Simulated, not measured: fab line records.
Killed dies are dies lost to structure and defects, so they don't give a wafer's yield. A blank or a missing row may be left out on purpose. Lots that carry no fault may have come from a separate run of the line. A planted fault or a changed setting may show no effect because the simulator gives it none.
Shared-tool check | flow gf180mcu | Sampled: 15 lots, 45 wafers

## THE REASON FOR OPENING IT
At GF_VT_IMPLANT_TW_MEAS_43 the reading VT_IMPLANT_4_TW is flagged on 3 of 15 lots. No-fault wafers: 692, standard deviation 4.
Rule: flag the lot when none of its wafers has a number, or when each of its wafers that has one lies beyond 4 standard deviations from that mean. All remaining lots are regarded as sound.

lot  | measured     | on           | VT_IMPLANT_4_TW, wafer by wafer | flag
L544 | day 7 12:07  | filmMetro-01 | 688 692 687                     | 
L546 | day 8 02:15  | filmMetro-03 | 688 695 692                     | 
L548 | day 8 14:40  | filmMetro-02 | 696 691 691                     | 
L550 | day 9 02:58  | filmMetro-03 | 695 699 699                     | 
L551 | day 9 08:20  | filmMetro-02 | 691 695 690                     | 
L552 | day 10 03:16 | filmMetro-02 | 696 695 690                     | 
L553 | day 10 14:52 | filmMetro-03 | 696 698 698                     | 
L554 | day 10 19:31 | filmMetro-02 | 691 700 692                     | 
L556 | day 11 02:05 | filmMetro-02 | 660 658 660                     | FLAGGED
L555 | day 11 03:18 | filmMetro-03 | 659 659 660                     | FLAGGED
L557 | day 11 12:21 | filmMetro-03 | 659 660 661                     | FLAGGED
L564 | day 13 05:57 | filmMetro-03 | 698 696 696                     | 
L565 | day 13 11:21 | filmMetro-01 | 683 685 686                     | 
L566 | day 13 20:55 | filmMetro-03 | 695 696 694                     | 
L567 | day 14 03:01 | filmMetro-01 | 683 685 686                     | 
The mean of the flagged lots' numbers is 660, -32 from the usual (-8 standard deviations).

## EACH LOT AND THE TOOL IT RAN ON
The record holds 1 process step before the reading, out of a route of 602 steps. Every cell lists first the tool, next ch and the chambers used by the sampled wafers, and last the start.
lot  | flag    | GF_VT_IMPLANT_IMPLANT_41
L544 |         | implanter-03 ch 0, day 7 11:53
L546 |         | implanter-04 ch 0, day 8 02:00
L548 |         | implanter-03 ch 0, day 8 14:26
L550 |         | implanter-04 ch 0, day 9 02:45
L551 |         | implanter-02 ch 0, day 9 08:08
L552 |         | implanter-03 ch 0, day 10 03:02
L553 |         | implanter-02 ch 0, day 10 14:37
L554 |         | implanter-03 ch 0, day 10 19:17
L556 | FLAGGED | implanter-03 ch 0, day 11 01:52
L555 | FLAGGED | implanter-03 ch 0, day 11 03:03
L557 | FLAGGED | implanter-03 ch 0, day 11 12:06
L564 |         | implanter-02 ch 0, day 13 05:42
L565 |         | implanter-04 ch 0, day 13 11:06
L566 |         | implanter-04 ch 0, day 13 20:41
L567 |         | implanter-04 ch 0, day 14 02:48
These steps, and what they do:
- GF_VT_IMPLANT_IMPLANT_41
- GF_VT_IMPLANT_TW_MEAS_43

## FLAGGED AGAINST TOTAL, ONE TOOL AT A TIME (gauges that did the reading follow at the end)
step                     | tool         | lots run | flagged | share of the flagged lots | sound lots run after its first flagged lot
GF_VT_IMPLANT_IMPLANT_41 | implanter-02 | 3        | 0       | none                      | -
GF_VT_IMPLANT_IMPLANT_41 | implanter-03 | 7        | 3       | all                       | 0
GF_VT_IMPLANT_IMPLANT_41 | implanter-04 | 5        | 0       | none                      | -
GF_VT_IMPLANT_TW_MEAS_43 | filmMetro-01 | 3        | 0       | none                      | -
GF_VT_IMPLANT_TW_MEAS_43 | filmMetro-02 | 5        | 1       | some                      | 0
GF_VT_IMPLANT_TW_MEAS_43 | filmMetro-03 | 7        | 2       | some                      | 2 (L564,L566)

## WHAT THE TABLE ALLOWS
In the table, 1 row covers all flagged lots: implanter-03 at GF_VT_IMPLANT_IMPLANT_41.
- implanter-03 at GF_VT_IMPLANT_IMPLANT_41 ran 7 lots, 3 of them flagged. Its last sound lot is L554 (day 10 19:17), its first flagged lot L556 (day 11 01:52): a fault that began between those two fits. Its own readings (beamEnergyKeV) fall more than 4 standard deviations out on all wafers of the flagged lots.
Left over: one tool, implanter-03 at GF_VT_IMPLANT_IMPLANT_41.

## WHAT WAS PUT IN BY THE SIMULATOR
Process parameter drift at GF_VT_IMPLANT_IMPLANT_41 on implanter-03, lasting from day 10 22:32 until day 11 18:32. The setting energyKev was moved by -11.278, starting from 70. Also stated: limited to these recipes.
Shown lots that were struck: L556, L555, L557. The rule above reached the same finding.
